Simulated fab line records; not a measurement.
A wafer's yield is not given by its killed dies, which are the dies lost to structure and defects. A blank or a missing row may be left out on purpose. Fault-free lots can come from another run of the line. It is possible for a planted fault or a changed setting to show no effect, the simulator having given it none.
fab line records ; flow sky130
record: lots: 13; wafers: 39; lastDay: 50
route steps=708 shown LDD_LDN@293 POLY_CUT@315 LI_CONTACT@363 PAD_OPEN@708
lots untouched by any fault: they come from a run of this same line in which no faults occurred
startH: hours from the record's opening day to when the first of the lot's shown wafers began ; waitH: hours from the lot's prior step to this one ; " unchanged from the row above ; L1.1+2: a row that stands for several wafers ; - no value, or no start was given ; * or withheld: withheld ; < > ~ a bound
route shown NAME@n: a module of which the file shows steps, and the number in the route of the first ; usual: average and standard deviation across the fault-free wafers ; same: alike in all rows ; chamber/n: place in a boat ; sites: readings site by site ; _std_site: their standard deviation ; _edge_site: outer sites' mean less inner sites' ; radiusMm: how far each site lies from the wafer's centre ; mask NAME#n: copy n ; behind: the last tool/chamber to shape the wafer ; hold: cause of the lot's hold/its duration in hours/its outcome ; device: names the non-switching transistor (n, p or np) ; end of line: the same wafers' tests at the end of the route ; a step given without rows: its recipe and nothing more ; killed: at the first sort, the dies lost to defects and structure; wafer yield is something else ; map: dies across one wafer; x = killed, . = not, _ = none there
set.NAME: setting as actually run; set.NAME@STEP: the setting as run at that earlier step ; model.NAME: the simulator's own value behind a step, which no gauge read
the route's steps for a sample of lots (tables are steps, rows are wafers)
services: from which hour (startH, from the record's first day; less than 0 if before it) a tool's chamber was out of use, for how many hours, and why
== steps ==
step: SKY_LDD_LDN_EXPOSE_04
recipe: maskId: LDNTM; na: 0.6; sourceShape: conventional; sigmaOuter: 0.6; polarization: unpolarized; targetCdNm: 700; doseMj: 140
usual: exposureDoseMJCm2: 140.00/0.13
lot.wafer;tool;chamber;startH;waitH;mask;exposureDoseMJCm2
L612.2;ilineStepper-02;0;546.38;-;LDNTM#0;139.97
L612.3;ilineStepper-02;0;546.38;-;LDNTM#0;139.97
L612.4;ilineStepper-02;0;546.38;-;LDNTM#0;139.97
L610.1;ilineStepper-02;0;547.60;-;LDNTM#0;139.94
L610.3;ilineStepper-02;0;547.60;-;LDNTM#0;140.30
L610.5;ilineStepper-02;0;547.60;-;LDNTM#0;140.09
L614.2;ilineStepper-01;0;552.27;-;LDNTM#0;139.87
L614.3;ilineStepper-01;0;552.27;-;LDNTM#0;139.99
L614.5;ilineStepper-01;0;552.27;-;LDNTM#0;139.73
L613.2;ilineStepper-01;0;553.86;-;LDNTM#0;140.20
L613.4;ilineStepper-01;0;553.86;-;LDNTM#0;139.97
L613.6;ilineStepper-01;0;553.86;-;LDNTM#0;140.15
L617.1;ilineStepper-02;0;567.54;-;LDNTM#0;140.22
L617.2;ilineStepper-02;0;567.54;-;LDNTM#0;140.04
L617.6;ilineStepper-02;0;567.54;-;LDNTM#0;140.08
L621.1;ilineStepper-01;0;617.60;-;LDNTM#0;140.01
L621.5;ilineStepper-01;0;617.60;-;LDNTM#0;139.98
L621.6;ilineStepper-01;0;617.60;-;LDNTM#0;140.08
L620.1;ilineStepper-01;0;623.11;-;LDNTM#0;131.65
L620.2;ilineStepper-01;0;623.11;-;LDNTM#0;131.53
L620.6;ilineStepper-01;0;623.11;-;LDNTM#0;131.76
L623.3;ilineStepper-01;0;629.65;-;LDNTM#0;131.87
L623.4;ilineStepper-01;0;629.65;-;LDNTM#0;131.86
L623.6;ilineStepper-01;0;629.65;-;LDNTM#0;131.78
L622.1;ilineStepper-01;0;631.03;-;LDNTM#0;131.74
L622.4;ilineStepper-01;0;631.03;-;LDNTM#0;131.85
L622.5;ilineStepper-01;0;631.03;-;LDNTM#0;131.57
L624.1;ilineStepper-02;0;645.97;-;LDNTM#0;139.89
L624.3;ilineStepper-02;0;645.97;-;LDNTM#0;140.11
L624.5;ilineStepper-02;0;645.97;-;LDNTM#0;140.10
L628.1;ilineStepper-01;0;654.55;-;LDNTM#0;131.62
L628.3;ilineStepper-01;0;654.55;-;LDNTM#0;131.71
L628.4;ilineStepper-01;0;654.55;-;LDNTM#0;131.77
L630.2;ilineStepper-02;0;691.27;-;LDNTM#0;140.12
L630.4;ilineStepper-02;0;691.27;-;LDNTM#0;139.88
L630.5;ilineStepper-02;0;691.27;-;LDNTM#0;139.91
L633.2;ilineStepper-02;0;699.81;-;LDNTM#0;139.84
L633.4;ilineStepper-02;0;699.81;-;LDNTM#0;139.89
L633.6;ilineStepper-02;0;699.81;-;LDNTM#0;140.03
step: SKY_POLY_CUT_CD_MEAS_08
recipe: targetCdNm: 270
usual: cdNm: 269.9/1.5
lot.wafer;tool;chamber;startH;waitH;cdNm
L612.2;cdSem-01;-;592.48;-;269.5
L612.3;cdSem-01;-;592.48;-;271.7
L612.4;cdSem-01;-;592.48;-;272.4
L610.1;cdSem-01;-;595.11;-;269.8
L610.3;cdSem-01;-;595.11;-;270.5
L610.5;cdSem-01;-;595.11;-;270.7
L614.2;cdSem-02;-;598.73;-;271.0
L614.3;cdSem-02;-;598.73;-;270.8
L614.5;cdSem-02;-;598.73;-;272.4
L613.2;cdSem-01;-;602.14;-;268.9
L613.4;cdSem-01;-;602.14;-;268.3
L613.6;cdSem-01;-;602.14;-;267.9
L617.1;cdSem-01;-;613.97;-;267.5
L617.2;cdSem-01;-;613.97;-;267.6
L617.6;cdSem-01;-;613.97;-;269.2
L621.1;cdSem-01;-;664.16;-;270.5
L621.5;cdSem-01;-;664.16;-;269.8
L621.6;cdSem-01;-;664.16;-;269.8
L620.1;cdSem-01;-;667.62;-;272.3
L620.2;cdSem-01;-;667.62;-;271.9
L620.6;cdSem-01;-;667.62;-;270.9
L623.3;cdSem-01;-;673.05;-;268.8
L623.4;cdSem-01;-;673.05;-;270.8
L623.6;cdSem-01;-;673.05;-;268.0
L622.1;cdSem-02;-;675.67;-;272.7
L622.4;cdSem-02;-;675.67;-;273.4
L622.5;cdSem-02;-;675.67;-;273.0
L624.1;cdSem-01;-;691.52;-;270.0
L624.3;cdSem-01;-;691.52;-;270.7
L624.5;cdSem-01;-;691.52;-;272.3
L628.1;cdSem-02;-;698.32;-;271.0
L628.3;cdSem-02;-;698.32;-;270.3
L628.4;cdSem-02;-;698.32;-;269.9
L630.2;cdSem-02;-;737.19;-;268.7
L630.4;cdSem-02;-;737.19;-;269.2
L630.5;cdSem-02;-;737.19;-;269.7
L633.2;cdSem-01;-;741.59;-;270.5
L633.4;cdSem-01;-;741.59;-;268.4
L633.6;cdSem-01;-;741.59;-;269.2
step: SKY_POLY_CUT_STRIP_12
recipe: chemistry: O2/N2; powerW: 1400; pressureMtorr: 1500; platenTempC: withheld; o2FlowSccm: 3000; n2FlowSccm: 300; overashFraction: 0.5
usual: drypumpMotorCurrentA: 5.73/0.26; oesProductAu: 0.452/0.0048; stripTimeToEndpointS: 5.347/0.018
lot.wafer;tool;chamber;startH;waitH;drypumpMotorCurrentA;oesProductAu;rfHoursCounterH;stripTimeToEndpointS
L612.2;plasmaAsher-01;1;592.70;0.0;5.70;0.461;16;5.342
L612.3;plasmaAsher-01;1;592.70;0.0;5.72;0.464;-;5.367
L612.4;plasmaAsher-01;0;592.70;0.0;5.86;0.452;-;5.353
L610.1;plasmaAsher-03;1;595.35;0.0;5.30;0.459;44;5.341
L610.3;plasmaAsher-03;1;595.35;0.0;5.29;0.454;-;5.348
L610.5;plasmaAsher-03;0;595.35;0.0;5.99;0.449;-;5.356
L614.2;plasmaAsher-03;0;598.95;0.0;6.02;0.455;44;5.350
L614.3;plasmaAsher-03;0;598.95;0.0;5.99;0.460;-;5.351
L614.5;plasmaAsher-03;0;598.95;0.0;6.03;0.449;-;5.334
L613.2;plasmaAsher-04;1;602.36;0.0;6.01;0.454;92;5.343
L613.4;plasmaAsher-04;1;602.36;0.0;6.01;0.452;-;5.359
L613.6;plasmaAsher-04;0;602.36;0.0;5.59;0.452;-;5.337
L617.1;plasmaAsher-04;1;614.21;0.0;6.02;0.461;93;5.340
L617.2;plasmaAsher-04;0;614.21;0.0;5.58;0.457;93;5.328
L617.6;plasmaAsher-04;0;614.21;0.0;5.58;0.453;-;5.369
L621.1;plasmaAsher-03;1;664.40;0.0;5.27;0.452;51;5.321
L621.5;plasmaAsher-03;1;664.40;0.0;5.26;0.453;-;5.339
L621.6;plasmaAsher-03;0;664.40;0.0;6.01;0.454;-;5.319
L620.1;plasmaAsher-04;1;667.86;0.0;6.00;0.450;99;5.349
L620.2;plasmaAsher-04;0;667.86;0.0;5.57;0.441;99;5.325
L620.6;plasmaAsher-04;0;667.86;0.0;5.56;0.457;-;5.354
L623.3;plasmaAsher-03;0;673.28;0.1;6.00;0.455;-;5.366
L623.4;plasmaAsher-03;1;673.28;0.1;5.29;0.448;-;5.347
L623.6;plasmaAsher-03;1;673.28;0.1;5.30;0.448;-;5.349
L622.1;plasmaAsher-04;1;675.91;0.0;6.01;0.452;100;5.332
L622.4;plasmaAsher-04;0;675.91;0.0;5.58;0.453;-;5.344
L622.5;plasmaAsher-04;1;675.91;0.0;6.00;0.452;-;5.313
L624.1;plasmaAsher-03;1;691.76;0.0;5.29;0.453;54;5.350
L624.3;plasmaAsher-03;0;691.76;0.0;6.04;0.460;-;5.362
L624.5;plasmaAsher-03;0;691.76;0.0;6.04;0.443;-;5.358
L628.1;plasmaAsher-03;1;698.56;0.0;5.27;0.458;54;5.388
L628.3;plasmaAsher-03;1;698.56;0.0;5.26;0.454;-;5.382
L628.4;plasmaAsher-03;0;698.56;0.0;6.00;0.461;-;5.412
L630.2;plasmaAsher-03;0;737.41;0.0;6.01;0.448;59;5.321
L630.4;plasmaAsher-03;0;737.41;0.0;6.02;0.453;-;5.355
L630.5;plasmaAsher-03;1;737.41;0.0;5.27;0.444;-;5.333
L633.2;plasmaAsher-01;0;741.81;0.0;5.83;0.452;31;5.348
L633.4;plasmaAsher-01;0;741.81;0.0;5.84;0.462;-;5.388
L633.6;plasmaAsher-01;1;741.81;0.0;5.71;0.445;-;5.367
step: SKY_LI_CONTACT_THK_MEAS_01
recipe: reads: PSG_of_LI_CONTACT_HDPCVD_00
usual: LI_CONTACT_HDPCVD_THK: 890/10
lot.wafer;tool;chamber;startH;waitH;LI_CONTACT_HDPCVD_THK[nm]
L612.2;filmMetro-01;-;679.46;0.1;902
L612.3;filmMetro-01;-;679.46;0.1;899
L612.4;filmMetro-01;-;679.46;0.1;893
L610.1;filmMetro-01;-;682.23;0.1;872
L610.3;filmMetro-01;-;682.23;0.1;871
L610.5;filmMetro-01;-;682.23;0.1;869
L614.2;filmMetro-01;-;685.09;0.1;891
L614.3;filmMetro-01;-;685.09;0.1;898
L614.5;filmMetro-01;-;685.09;0.1;889
L613.2;filmMetro-04;-;686.76;0.1;886
L613.4;filmMetro-04;-;686.76;0.1;884
L613.6;filmMetro-04;-;686.76;0.1;880
L617.1;filmMetro-01;-;700.10;0.1;898
L617.2;filmMetro-01;-;700.10;0.1;885
L617.6;filmMetro-01;-;700.10;0.1;879
L621.1;filmMetro-04;-;748.51;0.1;884
L621.5;filmMetro-04;-;748.51;0.1;885
L621.6;filmMetro-04;-;748.51;0.1;894
L620.1;filmMetro-01;-;750.99;0.1;896
L620.2;filmMetro-01;-;750.99;0.1;896
L620.6;filmMetro-01;-;750.99;0.1;897
L623.3;filmMetro-03;-;756.72;0.1;896
L623.4;filmMetro-03;-;756.72;0.1;893
L623.6;filmMetro-03;-;756.72;0.1;882
L622.1;filmMetro-04;-;759.04;0.1;886
L622.4;filmMetro-04;-;759.04;0.1;878
L622.5;filmMetro-04;-;759.04;0.1;897
L624.1;filmMetro-04;-;774.75;0.1;875
L624.3;filmMetro-04;-;774.75;0.1;886
L624.5;filmMetro-04;-;774.75;0.1;885
L628.1;filmMetro-04;-;780.10;0.1;894
L628.3;filmMetro-04;-;780.10;0.1;890
L628.4;filmMetro-04;-;780.10;0.1;894
L630.2;filmMetro-04;-;819.34;0.1;887
L630.4;filmMetro-04;-;819.34;0.1;892
L630.5;filmMetro-04;-;819.34;0.1;884
L633.2;filmMetro-03;-;821.89;0.1;896
L633.4;filmMetro-03;-;821.89;0.1;890
L633.6;filmMetro-03;-;821.89;0.1;894
step: SKY_PAD_OPEN_PROBE_99
usual: killed_at_M0_to_M3: 42/6.6; killed_at_M4_up: 3.0/1.7; killedAtContacts: 24/5.3; killedAtFrontEnd: 15/4.5; killedAtOther: 0.2/0.49; killedDies: 83/9; killedOpen: 45/6.9; killedShort: 38/5.8
same: grossDies: 492; killedAtBackSide: 0
lot.wafer;tool;chamber;startH;waitH;killed_at_M0_to_M3;killed_at_M4_up;killedAtContacts;killedAtFrontEnd;killedAtOther;killedDies;killedOpen;killedShort
L624.1;prober-02;-;1171.08;0.1;46;2;24;12;0;84;49;35
L624.3;prober-02;-;1171.18;0.2;34;5;18;17;0;74;33;41
L624.5;prober-02;-;1171.28;0.2;39;4;30;11;0;84;38;46
killed by level:class
L624.1 CONTACT:geometricParticle:open=13 VIA1:geometricParticle:open=12 METAL2:geometricParticle:short=6 VIA2:geometricParticle:open=5 METAL1:geometricParticle:short=5 LI_CONTACT:geometricParticle:open=4 LOCAL_INTERCONNECT:geometricParticle:short=4 VIA3:geometricParticle:open=4
L624.3 METAL2:geometricParticle:short=9 POLY_GATE:geometricParticle:short=5 LOCAL_INTERCONNECT:geometricParticle:short=5 CONTACT:geometricParticle:open=5 VIA3:geometricParticle:open=5 POLY_GATE:geometricParticle:open=4 LI_CONTACT:geometricParticle:open=4 METAL1:geometricParticle:short=4
L624.5 LI_CONTACT:geometricParticle:short=9 LI_CONTACT:geometricParticle:open=8 VIA1:geometricParticle:open=7 VIA2:geometricParticle:open=6 METAL3:geometricParticle:short=6 METAL1:geometricParticle:short=5 CONTACT:geometricParticle:open=5 POLY_GATE:geometricParticle:short=4
== services ==
tool;chamber;startH;hours;kind
ilineStepper-01;-;523.42;1.5;repair
ilineStepper-02;-;530.75;1.7;pm
ilineStepper-01;-;587.19;2.1;pm
ilineStepper-01;-;589.28;-;consumableReplace:lamp
ilineStepper-01;0;616.19;-;calibration
plasmaAsher-04;-;623.34;1.2;repair
ilineStepper-01;-;662.77;15.9;repair
plasmaAsher-01;-;696.02;2.8;pm
ilineStepper-01;-;705.60;1.7;pm
ilineStepper-02;0;714.60;-;calibration
plasmaAsher-04;-;733.75;9.0;pm
plasmaAsher-04;0;733.75;9.0;ventCycle
plasmaAsher-04;1;733.75;9.0;ventCycle
== key ==
firstSign: step: SKY_LDD_LDN_EXPOSE_04; reading: exposureDoseMJCm2; direction: down; sigmas: 64; usual: *; struck: *
effect none on later readings
metAt SKY_LDD_LDN_EXPOSE_04
struckLots L620,L622,L623,L628
testerLeftOut L620,L622,L623,L628
notActingAt SKY_POLY_CUT_CD_MEAS_08,SKY_POLY_CUT_STRIP_12,SKY_LI_CONTACT_THK_MEAS_01
onsetBetween 617.60 623.11
fault: kind: processParameterDrift; tool: ilineStepper-01; chamber: -; onsetH: 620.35; steps: SKY_LDD_LDN_EXPOSE_04; channel: doseMj; offset: -8.282; shape: step; actsIn: theseRecipesOnly; stated: 140
testerLeftOut: of these lots the tester's yield and bins aren't shown, on N5 and GAA mostly nor the transistor test; their killed dies are dies lost to structure and defects alone, not to doping, threshold or leakage, so they don't give the yield
